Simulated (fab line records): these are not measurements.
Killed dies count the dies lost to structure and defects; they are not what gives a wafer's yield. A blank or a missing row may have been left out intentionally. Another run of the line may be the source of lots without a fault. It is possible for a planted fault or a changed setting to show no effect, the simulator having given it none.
8D (eight disciplines) problem report, filled in by code + flow sky130 + the parts of the form that need people (team, actions taken, sign-off) are left out

1. THE ISSUE
beam-energy-keV at SKY_GATE_OXIDE_IMPLANT_11 reads a mean of 9.847 on 6 wafers of 2 lots; wafers without a fault read 10.000 with a standard deviation of 0.0031. Measured from the usual mean, that is -49 standard deviations.
First seen on wafer L800.4, day 17 17:18, on implanter-02. Wafers with a number at this step in the record: 42, from 14 lots. By rule, "out" or "out of limits" means more than 4 standard deviations away from the usual mean. The rest of the wafers with a number are treated as sound.

2. WHAT THIS IS AND IS NOT
| question                    | is                     | is not                                                                                                   |
|-----------------------------|------------------------|----------------------------------------------------------------------------------------------------------|
| which readings at this step | beam-energy-keV        | -                                                                                                        |
| which lots                  | L800, L801             | L791, L792, L793, L794, L797, L806, L808, L809, L810, L811, L812, L813                                   |
| which wafers of those lots  | all that have a number | -                                                                                                        |
| read on which tools         | implanter-02           | implanter-01, implanter-03                                                                               |
| when                        | from day 17 17:18      | up to then (15 sound wafers); but 21 sound wafers of L806, L808, L809, L810, L811, L812, L813 came after |

3. THE SUSPECTS, EACH WITH WHAT RULES IT OUT
Counting: a tool stays on the suspect list if, at a process step up to the reading, it processed all lots that are out and no sound lot following the first of them.
- implanter-02 at SKY_GATE_OXIDE_IMPLANT_11: ruled out as a lasting fault. Sound lots L808, L809, L811 ran on it after its first lot that is out, L800 (day 17 17:18).
Left after counting: nothing in the record.

4. THE CAUSE (what the simulator had put in)
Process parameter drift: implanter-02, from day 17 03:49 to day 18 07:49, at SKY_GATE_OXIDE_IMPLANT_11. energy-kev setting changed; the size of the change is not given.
Counting ruled it out, wrongly.

5. SEQUENCE OF EFFECTS, ordered by route
One row per reading whose mean, taken over the struck wafers that have a number, lies over 3 standard deviations from the usual. Only readings for which the record gives a usual standard deviation are gone through. hours: the time from each lot's start at the first step in this table that gives one to its start at this step, as a median over the lots. sigmas: the change in usual standard deviations.
| hours | step                      | reading         | usual  | on struck wafers | change | sigmas |
|-------|---------------------------|-----------------|--------|------------------|--------|--------|
| 0     | SKY_GATE_OXIDE_IMPLANT_11 | beam-energy-keV | 10.000 | 9.847            | -0.153 | -49    |
Here are the process steps it includes:
- SKY_GATE_OXIDE_IMPLANT_11
Later measuring or inspecting steps at which every struck wafer that the step has a row for has a number for every such reading, and none has moved that far: SKY_GATE_OXIDE_TW_MEAS_14.

6. WHAT WOULD HAVE CAUGHT IT SOONER
In this record no reading fell out of limits until day 17 17:18, 13 hours after the fault had begun at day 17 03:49.
